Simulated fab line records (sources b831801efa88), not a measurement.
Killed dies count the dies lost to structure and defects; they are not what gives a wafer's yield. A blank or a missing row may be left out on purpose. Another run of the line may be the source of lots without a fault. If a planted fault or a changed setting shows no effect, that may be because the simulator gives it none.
Which tool did it? || flow gf180mcu || 14 lots, 42 wafers sampled, at 4 steps of a route of 602

== WHAT THE GAUGES SHOWED, per wafer ==
GF_V5_BOW_MEAS_05.
{"lot": "L373", "measured": "day 26 10:29", "on": "film-metro-02", "V5_BOW (um)": "126 130 127"}
{"lot": "L375", "measured": "day 27 01:56", "on": "film-metro-04", "V5_BOW (um)": "121 129 134"}
{"lot": "L376", "measured": "day 27 12:38", "on": "film-metro-02", "V5_BOW (um)": "137 142 134"}
{"lot": "L383", "measured": "day 29 13:24", "on": "film-metro-04", "V5_BOW (um)": "117 119 132"}
{"lot": "L385", "measured": "day 30 06:34", "on": "film-metro-02", "V5_BOW (um)": "132 139 140"}
{"lot": "L387", "measured": "day 30 16:28", "on": "film-metro-04", "V5_BOW (um)": "135 118 128"}
{"lot": "L388", "measured": "day 31 00:11", "on": "film-metro-02", "V5_BOW (um)": "142 138 138"}
{"lot": "L389", "measured": "day 31 05:18", "on": "film-metro-04", "V5_BOW (um)": "152 129 137"}
{"lot": "L390", "measured": "day 31 14:02", "on": "film-metro-02", "V5_BOW (um)": "145 149 144"}
{"lot": "L392", "measured": "day 31 21:38", "on": "film-metro-02", "V5_BOW (um)": "141 134 129"}
{"lot": "L393", "measured": "day 32 02:36", "on": "film-metro-04", "V5_BOW (um)": "134 133 126"}
{"lot": "L394", "measured": "day 32 07:44", "on": "film-metro-04", "V5_BOW (um)": "131 128 125"}
{"lot": "L395", "measured": "day 32 12:53", "on": "film-metro-02", "V5_BOW (um)": "139 139 132"}
{"lot": "L396", "measured": "day 32 22:02", "on": "film-metro-04", "V5_BOW (um)": "136 134 142"}

GF_V5_CD_MEAS_14: the cd target is 260 nm.
{"lot": "L373", "measured": "day 27 06:04", "on": "cd-sem-01", "cd-nm (nm)": "260.3 259.6 260.2"}
{"lot": "L375", "measured": "day 27 21:47", "on": "cd-sem-01", "cd-nm (nm)": "258.2 259.3 260.0"}
{"lot": "L376", "measured": "day 28 08:28", "on": "cd-sem-01", "cd-nm (nm)": "259.5 261.2 260.4"}
{"lot": "L383", "measured": "day 30 07:54", "on": "cd-sem-02", "cd-nm (nm)": "258.6 259.9 259.9"}
{"lot": "L385", "measured": "day 31 00:12", "on": "cd-sem-02", "cd-nm (nm)": "262.5 261.2 261.1"}
{"lot": "L387", "measured": "day 31 10:12", "on": "cd-sem-01", "cd-nm (nm)": "261.5 262.0 262.7"}
{"lot": "L388", "measured": "day 31 17:49", "on": "cd-sem-01", "cd-nm (nm)": "262.8 262.3 262.1"}
{"lot": "L389", "measured": "day 31 22:16", "on": "cd-sem-02", "cd-nm (nm)": "260.9 260.9 261.4"}
{"lot": "L390", "measured": "day 32 07:02", "on": "cd-sem-02", "cd-nm (nm)": "259.8 258.9 260.2"}
{"lot": "L392", "measured": "day 32 14:44", "on": "cd-sem-01", "cd-nm (nm)": "260.5 260.4 261.5"}
{"lot": "L393", "measured": "day 32 18:25", "on": "cd-sem-01", "cd-nm (nm)": "260.0 260.4 260.1"}
{"lot": "L394", "measured": "day 32 23:55", "on": "cd-sem-01", "cd-nm (nm)": "262.2 263.0 263.2"}
{"lot": "L395", "measured": "day 33 04:59", "on": "cd-sem-02", "cd-nm (nm)": "259.6 259.3 257.9"}
{"lot": "L396", "measured": "day 33 13:58", "on": "cd-sem-02", "cd-nm (nm)": "259.5 258.6 259.2"}

== TOOL THAT RAN EACH LOT (tool first, then ch and the chambers of the sampled wafers, then the start) ==
{"lot": "L373", "GF_HV_LDD_SOFTBAKE_27": "litho-track-01 ch 0, day 11 06:42", "GF_V5_CMP_04": "cmp-02 ch 0,2, day 26 10:13"}
{"lot": "L375", "GF_HV_LDD_SOFTBAKE_27": "litho-track-04 ch 0, day 11 22:44", "GF_V5_CMP_04": "cmp-01 ch 2,3, day 27 01:39"}
{"lot": "L376", "GF_HV_LDD_SOFTBAKE_27": "litho-track-01 ch 0, day 12 07:39", "GF_V5_CMP_04": "cmp-02 ch 0,2,3, day 27 12:25"}
{"lot": "L383", "GF_HV_LDD_SOFTBAKE_27": "litho-track-01 ch 0, day 14 08:10", "GF_V5_CMP_04": "cmp-02 ch 0,2, day 29 13:09"}
{"lot": "L385", "GF_HV_LDD_SOFTBAKE_27": "litho-track-01 ch 0, day 15 01:34", "GF_V5_CMP_04": "cmp-02 ch 0,2, day 30 06:15"}
{"lot": "L387", "GF_HV_LDD_SOFTBAKE_27": "litho-track-04 ch 0, day 15 13:35", "GF_V5_CMP_04": "cmp-01 ch 2,3, day 30 16:10"}
{"lot": "L388", "GF_HV_LDD_SOFTBAKE_27": "litho-track-02 ch 0, day 16 04:25", "GF_V5_CMP_04": "cmp-02 ch 0,1,3, day 30 23:52"}
{"lot": "L389", "GF_HV_LDD_SOFTBAKE_27": "litho-track-02 ch 0, day 16 07:39", "GF_V5_CMP_04": "cmp-01 ch 2,3, day 31 05:00"}
{"lot": "L390", "GF_HV_LDD_SOFTBAKE_27": "litho-track-02 ch 0, day 16 18:24", "GF_V5_CMP_04": "cmp-01 ch 0,1, day 31 13:45"}
{"lot": "L392", "GF_HV_LDD_SOFTBAKE_27": "litho-track-02 ch 0, day 17 04:42", "GF_V5_CMP_04": "cmp-02 ch 2,3, day 31 21:20"}
{"lot": "L393", "GF_HV_LDD_SOFTBAKE_27": "litho-track-02 ch 0, day 17 10:57", "GF_V5_CMP_04": "cmp-02 ch 0,1,3, day 32 02:16"}
{"lot": "L394", "GF_HV_LDD_SOFTBAKE_27": "litho-track-04 ch 0, day 17 16:17", "GF_V5_CMP_04": "cmp-02 ch 1,2, day 32 07:27"}
{"lot": "L395", "GF_HV_LDD_SOFTBAKE_27": "litho-track-04 ch 0, day 18 01:33", "GF_V5_CMP_04": "cmp-02 ch 1,2,3, day 32 12:37"}
{"lot": "L396", "GF_HV_LDD_SOFTBAKE_27": "litho-track-01 ch 0, day 18 12:20", "GF_V5_CMP_04": "cmp-01 ch 0,2,3, day 32 21:46"}
- GF_HV_LDD_SOFTBAKE_27: time 60 s.
- GF_V5_CMP_04: polishes SiO2.

== AS READ BY THE TOOLS THEMSELVES (means over the sampled wafers that have a number; for cases with no such wafer, the mark the record gives instead) ==
GF_HV_LDD_SOFTBAKE_27.
{"lot": "L373", "tool": "litho-track-01", "run-length-s (s)": 89.63}
{"lot": "L375", "tool": "litho-track-04", "run-length-s (s)": 88.83}
{"lot": "L376", "tool": "litho-track-01", "run-length-s (s)": 89.50}
{"lot": "L383", "tool": "litho-track-01", "run-length-s (s)": 93.69}
{"lot": "L385", "tool": "litho-track-01", "run-length-s (s)": 93.80}
{"lot": "L387", "tool": "litho-track-04", "run-length-s (s)": 88.95}
{"lot": "L388", "tool": "litho-track-02", "run-length-s (s)": 89.36}
{"lot": "L389", "tool": "litho-track-02", "run-length-s (s)": 89.35}
{"lot": "L390", "tool": "litho-track-02", "run-length-s (s)": 89.12}
{"lot": "L392", "tool": "litho-track-02", "run-length-s (s)": 89.18}
{"lot": "L393", "tool": "litho-track-02", "run-length-s (s)": 89.27}
{"lot": "L394", "tool": "litho-track-04", "run-length-s (s)": 89.01}
{"lot": "L395", "tool": "litho-track-04", "run-length-s (s)": 88.97}
{"lot": "L396", "tool": "litho-track-01", "run-length-s (s)": 89.56}

GF_V5_CMP_04.
{"lot": "L373", "tool": "cmp-02", "motor-current-A (A)": 12.7}
{"lot": "L375", "tool": "cmp-01", "motor-current-A (A)": 11.0}
{"lot": "L376", "tool": "cmp-02", "motor-current-A (A)": 12.7}
{"lot": "L383", "tool": "cmp-02", "motor-current-A (A)": 12.8}
{"lot": "L385", "tool": "cmp-02", "motor-current-A (A)": 13.1}
{"lot": "L387", "tool": "cmp-01", "motor-current-A (A)": 11.5}
{"lot": "L388", "tool": "cmp-02", "motor-current-A (A)": 13.3}
{"lot": "L389", "tool": "cmp-01", "motor-current-A (A)": 11.2}
{"lot": "L390", "tool": "cmp-01", "motor-current-A (A)": 12.1}
{"lot": "L392", "tool": "cmp-02", "motor-current-A (A)": 12.5}
{"lot": "L393", "tool": "cmp-02", "motor-current-A (A)": 12.8}
{"lot": "L394", "tool": "cmp-02", "motor-current-A (A)": 12.9}
{"lot": "L395", "tool": "cmp-02", "motor-current-A (A)": 12.8}
{"lot": "L396", "tool": "cmp-01", "motor-current-A (A)": 11.2}

== THE ANSWER, worked out from the rows above alone ==
Rule: the lots themselves supply what counts as usual. The widest of any qualifying gaps counts: lots, ordered by their means at a reading, are off when they make up no more than a third of the lots, leave a main group of 4 or more, and stand apart from it by 3 or more times the standard deviation of that group's means. The tables above print the reading to a certain number of digits; a main group whose means all agree to those digits is not used. Also off: a lot with no number at a reading for which 4 or more lots have one. Any other lot the step has rows for is counted as sound. Order of review: gauges by route order, followed by the tools' own readings, for which a lot's mean as printed above is used. At the first step where some lot is off, the reading lying furthest off is the one used; lots without a number count as furthest.
Off at GF_HV_LDD_SOFTBAKE_27 (run-length-s): L383, L385. For the main group the mean is 89.23 s and the standard deviation 0.25.
A tool fits if, at that step or a process step before it, it ran every lot that is off, and no sound lot after the first of them. None of those tried fits.

== WHAT THE SIMULATOR PUT IN ==
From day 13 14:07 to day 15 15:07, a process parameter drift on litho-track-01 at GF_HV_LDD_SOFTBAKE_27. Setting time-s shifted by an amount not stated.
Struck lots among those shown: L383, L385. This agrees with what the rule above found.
